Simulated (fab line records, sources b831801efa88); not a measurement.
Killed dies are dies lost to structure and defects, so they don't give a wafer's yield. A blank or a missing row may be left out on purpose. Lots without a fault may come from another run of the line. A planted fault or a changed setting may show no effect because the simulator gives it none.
Which tool did it? | flow sky130 | 12 lots, 36 wafers sampled, at 5 steps of a route of 708

WHAT THE GAUGES READ, wafer by wafer
SKY_SONOS_TUNNEL_OVL_MEAS_08.
lot  | measured     | on         | SONOS_TUNNEL_OVL (nm)
L731 | day 11 17:59 | overlay-02 | 2.7 3.5 3.1
L733 | day 12 04:06 | overlay-01 | -0.7 0.2 -0.3
L734 | day 12 07:43 | overlay-01 | -1.4 -0.7 -2.5
L735 | day 12 14:40 | overlay-02 | -1.5 -2.1 -1.3
L736 | day 12 23:53 | overlay-01 | 0.7 1.9 3.3
L737 | day 13 04:41 | overlay-01 | 1.2 0.1 0.9
L740 | day 14 07:44 | overlay-01 | -0.1 -0.9 -1.7
L745 | day 15 20:35 | overlay-01 | -0.1 -0.1 -1.5
L746 | day 16 01:35 | overlay-01 | 1.9 2.9 3.0
L747 | day 16 11:45 | overlay-01 | 1.1 1.4 -0.2
L750 | day 17 13:29 | overlay-02 | 0.5 1.7 1.0
L752 | day 18 04:08 | overlay-02 | -1.5 -2.8 -1.2

SKY_LDD_HVN_TW_MEAS_10.
lot  | measured     | on            | LDD_HVN_TW
L731 | day 20 12:28 | film_metro-01 | 1419 1420 1426
L733 | day 21 09:31 | film_metro-02 | 1417 1425 1413
L734 | day 21 08:56 | film_metro-04 | 1421 1419 1419
L735 | day 21 17:01 | film_metro-01 | 1428 1434 1435
L736 | day 22 03:48 | film_metro-04 | 1414 1413 1411
L737 | day 22 08:57 | film_metro-02 | 1432 1428 1428
L740 | day 23 21:10 | film_metro-01 | 1429 1426 1424
L745 | day 25 13:31 | film_metro-01 | 2735 2724 2726
L746 | day 25 14:30 | film_metro-02 | 2717 2722 2725
L747 | day 26 01:01 | film_metro-04 | 1412 1415 1402
L750 | day 27 03:07 | film_metro-04 | 1420 1414 1416
L752 | day 27 15:12 | film_metro-01 | 1437 1432 1439

SKY_POLY_CUT_CD_MEAS_08: target cd 270 nm.
lot  | measured     | on        | cd_nm (nm)
L731 | day 24 10:31 | cd_sem-01 | 269.0 268.7 269.7
L733 | day 25 06:26 | cd_sem-02 | 269.9 271.5 269.3
L734 | day 25 05:20 | cd_sem-01 | 272.2 272.7 270.7
L735 | day 25 13:35 | cd_sem-01 | 269.1 270.0 270.1
L736 | day 25 23:49 | cd_sem-02 | 270.2 271.6 271.6
L737 | day 27 14:10 | cd_sem-02 | 270.0 270.3 270.4
L740 | day 27 16:19 | cd_sem-01 | 269.1 270.3 269.2
L745 | day 29 03:32 | cd_sem-01 | 270.2 269.5 268.8
L746 | day 29 05:55 | cd_sem-01 | 270.2 268.7 268.3
L747 | day 29 15:17 | cd_sem-02 | 270.3 270.9 271.7
L750 | day 30 17:44 | cd_sem-01 | 271.7 270.4 271.9
L752 | day 31 06:40 | cd_sem-02 | 268.5 268.3 268.5

WHICH TOOL RAN EACH LOT (tool, then ch and the chambers of the sampled wafers, then the start)
lot  | SKY_POLY_GATE_STRIP_18               | SKY_LDD_HVN_IMPLANT_08
L731 | plasma_asher-01 ch 0,1, day 16 13:04 | implanter-04 ch 0, day 20 12:13
L733 | plasma_asher-02 ch 0,1, day 17 05:58 | implanter-01 ch 0, day 21 09:17
L734 | plasma_asher-04 ch 0,1, day 17 07:05 | implanter-04 ch 0, day 21 08:44
L735 | plasma_asher-01 ch 0,1, day 17 16:40 | implanter-04 ch 0, day 21 16:47
L736 | plasma_asher-04 ch 0,1, day 18 03:46 | implanter-03 ch 0, day 22 03:33
L737 | plasma_asher-02 ch 0,1, day 18 09:07 | implanter-01 ch 0, day 22 08:42
L740 | plasma_asher-04 ch 0,1, day 19 22:37 | implanter-04 ch 0, day 23 20:55
L745 | plasma_asher-04 ch 1, day 21 15:58   | implanter-04 ch 0, day 25 13:17
L746 | plasma_asher-04 ch 0,1, day 21 17:07 | implanter-04 ch 0, day 25 14:15
L747 | plasma_asher-04 ch 0,1, day 22 04:49 | implanter-01 ch 0, day 26 00:47
L750 | plasma_asher-04 ch 0,1, day 23 08:19 | implanter-03 ch 0, day 27 02:53
L752 | plasma_asher-04 ch 0,1, day 23 21:10 | implanter-03 ch 0, day 27 14:57
- SKY_POLY_GATE_STRIP_18: strips in O2/N2.
- SKY_LDD_HVN_IMPLANT_08

WHAT THE TOOLS THEMSELVES READ (means of the sampled wafers that have a number; where no wafer has one, the mark that the record gives instead)
SKY_POLY_GATE_STRIP_18.
lot  | tool            | drypump_motor_current_A (A) | oes_product_au (a.u.) | strip_time_to_endpoint_s (s)
L731 | plasma_asher-01 | 5.9                         | 0.362                 | 3.18
L733 | plasma_asher-02 | 6.1                         | 0.362                 | 3.19
L734 | plasma_asher-04 | 5.5                         | 0.358                 | 3.13
L735 | plasma_asher-01 | 5.4                         | 0.361                 | 3.17
L736 | plasma_asher-04 | 5.4                         | 0.364                 | 3.19
L737 | plasma_asher-02 | 6.1                         | 0.354                 | 3.14
L740 | plasma_asher-04 | 5.4                         | 0.363                 | 3.23
L745 | plasma_asher-04 | 5.4                         | 0.366                 | 3.19
L746 | plasma_asher-04 | 5.4                         | 0.361                 | 3.18
L747 | plasma_asher-04 | 5.4                         | 0.360                 | 3.17
L750 | plasma_asher-04 | 5.5                         | 0.360                 | 3.16
L752 | plasma_asher-04 | 5.5                         | 0.360                 | 3.20

SKY_LDD_HVN_IMPLANT_08.
lot  | tool         | dose_ions_cm2 | end_station_pressure_torr (Torr) | faraday_current_uA | tilt_deg (degrees)
L731 | implanter-04 | 3.000e+13     | 5.21e-06                         | 169                | 39.987
L733 | implanter-01 | 3.002e+13     | 5.41e-06                         | 169                | 40.004
L734 | implanter-04 | 2.998e+13     | 5.27e-06                         | 168                | 40.019
L735 | implanter-04 | 3.000e+13     | 5.03e-06                         | 169                | 40.000
L736 | implanter-03 | 3.002e+13     | 5.12e-06                         | 172                | 39.964
L737 | implanter-01 | 3.004e+13     | 5.09e-06                         | 168                | 40.006
L740 | implanter-04 | 3.003e+13     | 5.19e-06                         | 168                | 39.987
L745 | implanter-04 | 2.397e+14     | 6.04e-06                         | 1349               | 39.995
L746 | implanter-04 | 2.397e+14     | 6.07e-06                         | 1365               | 39.981
L747 | implanter-01 | 3.005e+13     | 5.19e-06                         | 167                | 39.985
L750 | implanter-03 | 2.997e+13     | 5.07e-06                         | 173                | 40.017
L752 | implanter-03 | 2.996e+13     | 5.39e-06                         | 170                | 40.051

THE ANSWER, worked out from the rows above alone
Rule: what is usual is taken from the lots themselves. Put in order of their means at a reading, lots are off if they are a third of the lots or fewer, leave a main group of 4 or more, and stand apart from it by a gap of 3 or more times the standard deviation of the main group's means; of several such gaps the widest counts. A main group whose means are all the same, to the digits that the tables above print for the reading, isn't used. A lot without any number at a reading at which 4 lots or more have one is off too. The other lots that the step has rows for count as sound. The gauges are gone through in route order, then the tools' own readings, and for those a lot's mean is taken as printed above. The first step at which some lot is off is used, and at that step the reading that is off furthest; a lot without a number counts as furthest.
Off: L745, L746, at SKY_LDD_HVN_TW_MEAS_10 (LDD_HVN_TW). The main group: mean 1422, standard deviation 8.1.
A tool fits if, at a process step before that reading, it ran every lot that is off, and no sound lot after the first of them. The gauges at SKY_LDD_HVN_TW_MEAS_10 aren't tried: what is off there is off at SKY_LDD_HVN_IMPLANT_08 too, on other tools, and a gauge's error can't cause that. One fits: implanter-04 at SKY_LDD_HVN_IMPLANT_08. Its last sound lot is L740 (day 23 20:55), its first lot that is off L745 (day 25 13:17): a fault that began between those two fits.
The tool's own readings at SKY_LDD_HVN_IMPLANT_08 bear it out: on the lots that are off they differ by more than 5 times the standard deviation of the sound lots' means. dose_ions_cm2 reads 2.397e+14 there against 3.001e+13 on the sound lots; end_station_pressure_torr reads 6.06e-06 Torr there against 5.20e-06 Torr on the sound lots; faraday_current_uA reads 1357 there against 169 on the sound lots.

WHAT THE SIMULATOR HAD PUT IN
Process parameter drift: implanter-04, from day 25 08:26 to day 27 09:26, at SKY_LDD_HVN_IMPLANT_08. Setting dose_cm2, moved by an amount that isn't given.
Lots struck among those shown: L745, L746. The rule above found the same.
